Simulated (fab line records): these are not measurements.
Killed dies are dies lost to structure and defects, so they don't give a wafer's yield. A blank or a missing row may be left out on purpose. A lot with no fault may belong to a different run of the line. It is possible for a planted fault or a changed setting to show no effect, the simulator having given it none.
The tool behind it: which one? || flow sfq_line || 14 lots with 41 wafers sampled at 2 steps, on a route of 325 steps

WHAT THE GAUGES READ, wafer by wafer
The record lacks any reading of a measuring or inspecting step that a usual standard deviation could be used to judge.

WHICH TOOL RAN EACH LOT (tool, then ch and the chambers of the sampled wafers, then the start)
{"lot": "L243", "SFQ_TRILAYER_I7_DEP_PECVD_183": "pecvd-02 ch 1,2, day 76 18:20", "SFQ_TRILAYER_I7_CMP_CMP_184": "cmp-02 ch 1,2, day 76 18:25"}
{"lot": "L244", "SFQ_TRILAYER_I7_DEP_PECVD_183": "pecvd-02 ch 0,2, day 77 00:08", "SFQ_TRILAYER_I7_CMP_CMP_184": "cmp-01 ch 1,3, day 77 03:32"}
{"lot": "L245", "SFQ_TRILAYER_I7_DEP_PECVD_183": "pecvd-01 ch 0,2, day 77 03:46", "SFQ_TRILAYER_I7_CMP_CMP_184": "cmp-01 ch 0,1,2, day 77 17:21"}
{"lot": "L246", "SFQ_TRILAYER_I7_DEP_PECVD_183": "pecvd-04 ch 0,1,2, day 77 04:09", "SFQ_TRILAYER_I7_CMP_CMP_184": "cmp-02 ch 0,1,3, day 77 18:52"}
{"lot": "L247", "SFQ_TRILAYER_I7_DEP_PECVD_183": "pecvd-01 ch 0,1,2, day 77 06:33", "SFQ_TRILAYER_I7_CMP_CMP_184": "cmp-01 ch 0,1,3, day 77 21:51"}
{"lot": "L248", "SFQ_TRILAYER_I7_DEP_PECVD_183": "pecvd-02 ch 0,1,2, day 77 12:47", "SFQ_TRILAYER_I7_CMP_CMP_184": "cmp-02 ch 0,3, day 78 03:22"}
{"lot": "L249", "SFQ_TRILAYER_I7_DEP_PECVD_183": "pecvd-04 ch 0,1, day 77 13:45", "SFQ_TRILAYER_I7_CMP_CMP_184": "cmp-02 ch 0,1, day 78 06:22"}
{"lot": "L253", "SFQ_TRILAYER_I7_DEP_PECVD_183": "pecvd-02 ch 0,1, day 77 22:07", "SFQ_TRILAYER_I7_CMP_CMP_184": "cmp-01 ch 0,3, day 78 13:21"}
{"lot": "L254", "SFQ_TRILAYER_I7_DEP_PECVD_183": "pecvd-02 ch 0,1, day 78 04:15", "SFQ_TRILAYER_I7_CMP_CMP_184": "cmp-01 ch 0,1, day 78 18:51"}
{"lot": "L258", "SFQ_TRILAYER_I7_DEP_PECVD_183": "pecvd-02 ch 0,1,2, day 85 04:01", "SFQ_TRILAYER_I7_CMP_CMP_184": "cmp-02 ch 0,1,2, day 85 09:05"}
{"lot": "L261", "SFQ_TRILAYER_I7_DEP_PECVD_183": "pecvd-02 ch 0,2, day 86 12:24", "SFQ_TRILAYER_I7_CMP_CMP_184": "cmp-02 ch 0,2, day 86 12:34"}
{"lot": "L262", "SFQ_TRILAYER_I7_DEP_PECVD_183": "pecvd-02 ch 0,1,2, day 86 17:12", "SFQ_TRILAYER_I7_CMP_CMP_184": "cmp-02 ch 2,3, day 86 17:17"}
{"lot": "L264", "SFQ_TRILAYER_I7_DEP_PECVD_183": "pecvd-02 ch 0,1,2, day 87 10:00", "SFQ_TRILAYER_I7_CMP_CMP_184": "cmp-01 ch 0,1, day 87 10:35"}
{"lot": "L265", "SFQ_TRILAYER_I7_DEP_PECVD_183": "pecvd-01 ch 0,1,2, day 87 12:31", "SFQ_TRILAYER_I7_CMP_CMP_184": "cmp-02 ch 1,2,3, day 87 12:35"}
- SFQ_TRILAYER_I7_DEP_PECVD_183: deposits SiO2 from SiH4/N2O, time 111.11 s, target thk 500 nm.
- SFQ_TRILAYER_I7_CMP_CMP_184: polishes SiO2.

AS READ BY THE TOOLS THEMSELVES (means over the sampled wafers that have a number; for cases with no such wafer, the mark the record gives instead)
SFQ_TRILAYER_I7_DEP_PECVD_183. Usual: chamber_pressure_Torr 2.400 Torr, standard deviation 0.0054; heater_power_outer_w 25 W, standard deviation 8.5; heater_power_w 78 W, standard deviation 14; rf_fwd_power_W 182.2 W, standard deviation 0.64; run_length_s 138.9 s, standard deviation 0.69; throttle_valve_pct 24.2 %, standard deviation 0.95.
{"lot": "L243", "tool": "pecvd-02", "chamber_pressure_Torr (Torr)": 2.402, "heater_power_outer_w (W)": 16, "heater_power_w (W)": 62, "rf_fwd_power_W (W)": 181.6, "run_length_s (s)": 138.5, "throttle_valve_pct (%)": 24.1, "flag": ""}
{"lot": "L244", "tool": "pecvd-02", "chamber_pressure_Torr (Torr)": 2.396, "heater_power_outer_w (W)": 24, "heater_power_w (W)": 74, "rf_fwd_power_W (W)": 182.3, "run_length_s (s)": 139.5, "throttle_valve_pct (%)": 22.6, "flag": ""}
{"lot": "L245", "tool": "pecvd-01", "chamber_pressure_Torr (Torr)": 2.396, "heater_power_outer_w (W)": 31, "heater_power_w (W)": 82, "rf_fwd_power_W (W)": 182.8, "run_length_s (s)": 138.8, "throttle_valve_pct (%)": 24.9, "flag": ""}
{"lot": "L246", "tool": "pecvd-04", "chamber_pressure_Torr (Torr)": 2.404, "heater_power_outer_w (W)": 30, "heater_power_w (W)": 86, "rf_fwd_power_W (W)": 182.6, "run_length_s (s)": 139.5, "throttle_valve_pct (%)": 24.6, "flag": ""}
{"lot": "L247", "tool": "pecvd-01", "chamber_pressure_Torr (Torr)": 2.402, "heater_power_outer_w (W)": 29, "heater_power_w (W)": 84, "rf_fwd_power_W (W)": 183.0, "run_length_s (s)": 138.8, "throttle_valve_pct (%)": 24.5, "flag": ""}
{"lot": "L248", "tool": "pecvd-02", "chamber_pressure_Torr (Torr)": 2.403, "heater_power_outer_w (W)": 21, "heater_power_w (W)": 69, "rf_fwd_power_W (W)": 182.1, "run_length_s (s)": 139.2, "throttle_valve_pct (%)": 23.6, "flag": ""}
{"lot": "L249", "tool": "pecvd-04", "chamber_pressure_Torr (Torr)": 2.393, "heater_power_outer_w (W)": 34, "heater_power_w (W)": 86, "rf_fwd_power_W (W)": 181.8, "run_length_s (s)": 139.2, "throttle_valve_pct (%)": 24.2, "flag": ""}
{"lot": "L253", "tool": "pecvd-02", "chamber_pressure_Torr (Torr)": 2.401, "heater_power_outer_w (W)": 13, "heater_power_w (W)": 58, "rf_fwd_power_W (W)": 182.0, "run_length_s (s)": 154.2, "throttle_valve_pct (%)": 24.0, "flag": "OFF"}
{"lot": "L254", "tool": "pecvd-02", "chamber_pressure_Torr (Torr)": 2.403, "heater_power_outer_w (W)": 18, "heater_power_w (W)": 64, "rf_fwd_power_W (W)": 181.9, "run_length_s (s)": 150.4, "throttle_valve_pct (%)": 23.6, "flag": "OFF"}
{"lot": "L258", "tool": "pecvd-02", "chamber_pressure_Torr (Torr)": 2.402, "heater_power_outer_w (W)": 20, "heater_power_w (W)": 69, "rf_fwd_power_W (W)": 181.6, "run_length_s (s)": 139.0, "throttle_valve_pct (%)": 23.7, "flag": ""}
{"lot": "L261", "tool": "pecvd-02", "chamber_pressure_Torr (Torr)": 2.397, "heater_power_outer_w (W)": 27, "heater_power_w (W)": 79, "rf_fwd_power_W (W)": 182.0, "run_length_s (s)": 138.9, "throttle_valve_pct (%)": 23.1, "flag": ""}
{"lot": "L262", "tool": "pecvd-02", "chamber_pressure_Torr (Torr)": 2.398, "heater_power_outer_w (W)": 21, "heater_power_w (W)": 69, "rf_fwd_power_W (W)": 182.6, "run_length_s (s)": 139.0, "throttle_valve_pct (%)": 23.8, "flag": ""}
{"lot": "L264", "tool": "pecvd-02", "chamber_pressure_Torr (Torr)": 2.404, "heater_power_outer_w (W)": 17, "heater_power_w (W)": 64, "rf_fwd_power_W (W)": 181.8, "run_length_s (s)": 139.0, "throttle_valve_pct (%)": 23.9, "flag": ""}
{"lot": "L265", "tool": "pecvd-01", "chamber_pressure_Torr (Torr)": 2.401, "heater_power_outer_w (W)": 30, "heater_power_w (W)": 85, "rf_fwd_power_W (W)": 182.2, "run_length_s (s)": 138.6, "throttle_valve_pct (%)": 24.7, "flag": ""}

SFQ_TRILAYER_I7_CMP_CMP_184. Usual: motor_current_A 10.1 A, standard deviation 1; time_to_endpoint_s 215 s, standard deviation 7.1.
{"lot": "L243", "tool": "cmp-02", "motor_current_A (A)": 10.5, "time_to_endpoint_s (s)": 220, "flag": ""}
{"lot": "L244", "tool": "cmp-01", "motor_current_A (A)": 10.6, "time_to_endpoint_s (s)": 215, "flag": ""}
{"lot": "L245", "tool": "cmp-01", "motor_current_A (A)": 9.8, "time_to_endpoint_s (s)": 212, "flag": ""}
{"lot": "L246", "tool": "cmp-02", "motor_current_A (A)": 9.7, "time_to_endpoint_s (s)": 223, "flag": ""}
{"lot": "L247", "tool": "cmp-01", "motor_current_A (A)": 10.1, "time_to_endpoint_s (s)": 207, "flag": ""}
{"lot": "L248", "tool": "cmp-02", "motor_current_A (A)": 9.0, "time_to_endpoint_s (s)": 215, "flag": ""}
{"lot": "L249", "tool": "cmp-02", "motor_current_A (A)": 9.9, "time_to_endpoint_s (s)": 216, "flag": ""}
{"lot": "L253", "tool": "cmp-01", "motor_current_A (A)": 11.3, "time_to_endpoint_s (s)": 261, "flag": "OFF"}
{"lot": "L254", "tool": "cmp-01", "motor_current_A (A)": 10.1, "time_to_endpoint_s (s)": 240, "flag": "OFF"}
{"lot": "L258", "tool": "cmp-02", "motor_current_A (A)": 10.3, "time_to_endpoint_s (s)": 218, "flag": ""}
{"lot": "L261", "tool": "cmp-02", "motor_current_A (A)": 10.4, "time_to_endpoint_s (s)": 218, "flag": ""}
{"lot": "L262", "tool": "cmp-02", "motor_current_A (A)": 10.4, "time_to_endpoint_s (s)": 219, "flag": ""}
{"lot": "L264", "tool": "cmp-01", "motor_current_A (A)": 10.5, "time_to_endpoint_s (s)": 216, "flag": ""}
{"lot": "L265", "tool": "cmp-02", "motor_current_A (A)": 10.0, "time_to_endpoint_s (s)": 222, "flag": ""}

THE ANSWER, worked out from the rows above alone
Rule: take the mean of a lot's wafers that have a number; if it is more than 3 standard deviations from the usual mean, the lot is off. Also off: a lot with no number at a reading for which 4 or more lots have one. Any other lot the step has rows for is counted as sound. After the gauges, taken in route order, come the tools' own readings; for these a lot's mean is taken, as printed above. At the first step where some lot is off, the reading lying furthest off is the one used; lots without a number count as furthest.
Off: L253, L254 (SFQ_TRILAYER_I7_DEP_PECVD_183, run_length_s).
If a tool, at that step or one of the process steps before it, ran each lot that is off and ran no sound lot following the first of them, it fits. Not one of the candidates tried fits.

WHAT THE SIMULATOR HAD PUT IN
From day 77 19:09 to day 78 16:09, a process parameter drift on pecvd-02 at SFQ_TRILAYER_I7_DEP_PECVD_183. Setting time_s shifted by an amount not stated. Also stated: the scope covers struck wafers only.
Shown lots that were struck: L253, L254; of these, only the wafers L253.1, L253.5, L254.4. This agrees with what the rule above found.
